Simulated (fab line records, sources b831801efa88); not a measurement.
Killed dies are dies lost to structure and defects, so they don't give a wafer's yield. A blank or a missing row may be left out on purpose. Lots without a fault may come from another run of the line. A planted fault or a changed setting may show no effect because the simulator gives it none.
A struck lot beside a sound one | flow sky130 | 43 steps out of a route of 708
Sound: wafers L653.1, L653.3, L653.4. Struck: wafer L660.3. (L660.2, L660.5 of the same lot were not struck and are left out.) The cause comes at the end.
At each step with rows: each side's tool, then ch and its chambers, then its first start. Under that, the readings that differ: sound wafers | struck wafers | difference of the means | sigmas: that difference in standard deviations of wafers without a fault.
alike: readings whose means differ by less than 2 such deviations, and words and numbers that are the same on both sides. not compared: withheld readings, readings that some wafer has no value for, bounds like >300 that may hide the same value, and numbers for which the record gives no deviation and whose values overlap.
The two part at a step that has a row with sigmas, a row that says differs or no value, or rows on one side only. Numbers that don't overlap but have no deviation are shown without sigmas and don't part them. A reading that every wafer of one side lacks parts them only if that side has two wafers or more.

first, 1 step without rows for these wafers: SKY_POLY_GATE_CVD_03 (deposits Si3N4 from DCS/NH3, target thk 75 nm, time 1290 s).
SKY_POLY_GATE_THK_MEAS_04:
  sound on film_metro-02, day 16 00:55; struck on film_metro-04, day 18 15:23
  alike: POLY_GATE_CVD_03_THK
then, 8 steps without rows for these wafers: SKY_POLY_GATE_DEHYDRATE_05 (time 60 s); SKY_POLY_GATE_HMDS_06 (prime time 60 s); SKY_POLY_GATE_COAT_07 (resist thk 110 nm); SKY_POLY_GATE_COAT_08 (resist thk 450 nm); SKY_POLY_GATE_SOFTBAKE_09 (time 90 s); SKY_POLY_GATE_EXPOSE_10 (exposes mask P1M, target cd 150 nm); SKY_POLY_GATE_PEB_11; SKY_POLY_GATE_DEVELOP_12 (develop time 60 s).
SKY_POLY_GATE_CD_MEAS_13: target cd 150 nm.
  sound on cd_sem-01, day 17 06:00; struck on cd_sem-02, day 19 22:38
  alike: cd_nm
SKY_POLY_GATE_OVL_MEAS_14:
  sound on overlay-02, day 17 06:07; struck on overlay-01, day 19 22:44
  reading            | sound    | struck | difference | sigmas
  POLY_GATE_OVL (nm) | -7 -2 -7 | 7      | +12        | +2
SKY_POLY_GATE_ETCH_15: etches BARC in N2/H2, stops on SiO2, time 118.5 s, target depth 110 nm.
  sound on rie_diel-02 ch 0,1,2, day 17 06:09; struck on rie_diel-03 ch 2, day 19 22:46
  reading                | sound             | struck | difference | sigmas
  oes_product_au (a.u.)  | 0.720 0.721 0.719 | 0.701  | -0.019     | -4
  rf_hours_counter_h (h) | 78 26 3           | 92     | +56        |
  alike: drypump_motor_current_A, throttle_valve_pct
SKY_POLY_GATE_ETCH_16: etches Si3N4 in CH3F/O2, stops on poly-Si, time 147.5 s, target depth 75 nm.
  sound on rie_diel-02 ch 0,1,2, day 17 06:14; struck on rie_diel-03 ch 2, day 19 22:51
  reading                | sound   | struck | difference | sigmas
  rf_hours_counter_h (h) | 78 26 3 | 92     | +56        |
  alike: drypump_motor_current_A, oes_product_au, throttle_valve_pct
SKY_POLY_GATE_ETCH_17: etches poly-Si in HBr/Cl2, stops on SiO2, target depth 180 nm, time 70.5 s.
  sound on rie_si-01 ch 0,1,3, day 17 06:20; struck on rie_si-02 ch 1, day 19 22:57
  reading                | sound | struck | difference | sigmas
  rf_hours_counter_h (h) | 2 6 5 | 0      | -4         |
  alike: drypump_motor_current_A, oes_product_au, throttle_valve_pct
SKY_POLY_GATE_STRIP_18: strips in O2/N2.
  sound on plasma_asher-04 ch 0,1, day 17 06:23; struck on plasma_asher-03 ch 1, day 19 23:00
  alike: drypump_motor_current_A, oes_product_au, strip_time_to_endpoint_s
  not compared: rf_hours_counter_h
then, 2 steps without rows for these wafers: SKY_POLY_GATE_CLEAN_19 (cleans in SC1/SC2, time 150 s); SKY_POLY_GATE_OXIDATION_20 (stabilise 600 s, purge 300 s, target thk 4 nm).
SKY_POLY_GATE_THK_MEAS_21:
  sound on film_metro-04, day 17 10:42; struck on film_metro-01, day 20 01:32
  alike: POLY_GATE_OXIDATION_THK
SKY_POLY_GATE_CD_MEAS_22:
  sound on cd_sem-02, day 17 10:46; struck on cd_sem-02, day 20 01:37
  alike: cd_nm
then, 7 steps without rows for these wafers: SKY_LDD_N_DEHYDRATE_00 (time 60 s); SKY_LDD_N_HMDS_01 (prime time 60 s); SKY_LDD_N_COAT_02 (resist thk 300 nm); SKY_LDD_N_SOFTBAKE_03 (time 60 s); SKY_LDD_N_EXPOSE_04 (exposes mask NTM, target cd 840 nm); SKY_LDD_N_PEB_05; SKY_LDD_N_DEVELOP_06 (develop time 60 s).
SKY_LDD_N_OVL_MEAS_07:
  sound on overlay-01, day 18 15:57; struck on overlay-01, day 21 07:46
  alike: LDD_N_OVL
then, 8 steps without rows for these wafers: SKY_LDD_N_IMPLANT_08; SKY_LDD_N_IMPLANT_09; SKY_LDD_N_IMPLANT_10; SKY_LDD_N_IMPLANT_11; SKY_LDD_N_IMPLANT_12; SKY_LDD_N_IMPLANT_13; SKY_LDD_N_IMPLANT_14; SKY_LDD_N_IMPLANT_15.
SKY_LDD_N_STRIP_16: strips in O2/N2.
  sound on plasma_asher-02 ch 0,1, day 18 17:11; struck on plasma_asher-01 ch 0, day 21 09:00
  reading                      | sound             | struck | difference | sigmas
  drypump_motor_current_A (A)  | 5.8 5.8 6.2       | 4.9    | -1.0       | -2
  strip_time_to_endpoint_s (s) | 4.321 4.318 4.342 | 4.286  | -0.041     | -3
  alike: oes_product_au
  not compared: rf_hours_counter_h
SKY_LDD_N_TW_MEAS_17:
  sound on film_metro-04, day 18 17:17; struck on film_metro-02, day 21 09:07
  alike: LDD_N_TW
then, 4 steps without rows for these wafers: SKY_LDD_P_DEHYDRATE_00 (time 60 s); SKY_LDD_P_HMDS_01 (prime time 60 s); SKY_LDD_P_COAT_02 (resist thk 1159 nm); SKY_LDD_P_SOFTBAKE_03 (time 60 s).
-- the record jumps here: 27 days lie between the struck wafers' starts before and after (it left off in module LDD_P and takes up again in module PAD_OPEN, whose first step shown is number 708 of the route) --
SKY_PAD_OPEN_PROBE_99:
  sound on prober-02, day 46 07:49; struck on prober-01, day 48 01:46
  reading             | sound    | struck | difference | sigmas
  killed_at_front_end | 10 17 14 | 57     | +43        | +10
  killed_dies         | 62 73 87 | 126    | +52        | +5
  alike: killed_at_M0_to_M3, killed_at_M4_up, killed_at_contacts, killed_at_other, killed_open, killed_short

WHERE THEY PART
First at SKY_POLY_GATE_OVL_MEAS_14; last, within this record, at SKY_PAD_OPEN_PROBE_99.

WHY: what the simulator had put in
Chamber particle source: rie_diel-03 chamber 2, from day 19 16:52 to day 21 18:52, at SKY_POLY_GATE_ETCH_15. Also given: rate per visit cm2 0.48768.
